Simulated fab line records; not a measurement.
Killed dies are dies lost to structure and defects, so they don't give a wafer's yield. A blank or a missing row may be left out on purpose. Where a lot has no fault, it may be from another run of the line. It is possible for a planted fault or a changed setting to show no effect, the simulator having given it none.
Matching of chambers / flow sky130 / SKY_VIA1_CMP_02 on cmp-01 has 4 sister chambers
The step polishes SiO2. 8 wafers are shown with their chamber, then 7 later ones without.

WAFERS PAIRED WITH THEIR CHAMBERS
wafer=L304.4; chamber=1; motor current A (A)=11.6
wafer=L305.2; chamber=2; motor current A (A)=11.8
wafer=L305.6; chamber=3; motor current A (A)=11.4
wafer=L306.1; chamber=2; motor current A (A)=12.8
wafer=L306.3; chamber=0; motor current A (A)=12.6
wafer=L306.4; chamber=1; motor current A (A)=11.6
wafer=L311.3; chamber=3; motor current A (A)=11.7
wafer=L311.5; chamber=0; motor current A (A)=13.2

WAFERS WHOSE CHAMBER IS MISSING
wafer=L311.6; motor current A (A)=12.0
wafer=L317.2; motor current A (A)=13.1
wafer=L317.4; motor current A (A)=13.3
wafer=L317.5; motor current A (A)=11.9
wafer=L318.1; motor current A (A)=11.9
wafer=L318.2; motor current A (A)=12.8
wafer=L318.3; motor current A (A)=11.3

THE CHAMBER EACH PASSED THROUGH
wafer=L311.6; from the rows above=can't be placed: 2 or 1 or 3 or 0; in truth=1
wafer=L317.2; from the rows above=can't be placed: 0 or 2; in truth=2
wafer=L317.4; from the rows above=can't be placed: 0 or 2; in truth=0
wafer=L317.5; from the rows above=can't be placed: 1 or 3 or 2 or 0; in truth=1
wafer=L318.1; from the rows above=can't be placed: 1 or 3 or 2 or 0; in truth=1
wafer=L318.2; from the rows above=can't be placed: 0 or 2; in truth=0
wafer=L318.3; from the rows above=can't be placed: 3 or 1 or 2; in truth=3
Placed correctly: 0 of 7. Can't be placed from these rows: 7 (the true chamber is among the candidates in 7). Wrongly placed: 0.
How it was worked out, from the rows above alone: a wafer's distance from a chamber is the root of the sum, over the readings, of the square of ((its reading less the chamber's mean) divided by the reading's scatter). The wafer belongs to the nearest chamber; if the next one is less than 2 further off, it can't be placed. The mean given for a chamber averages the wafers shown for that chamber. The scatter: take each reading less its chamber's mean, square it, sum over the shown wafers, divide by the number of wafers less the number of chambers, and take the root.
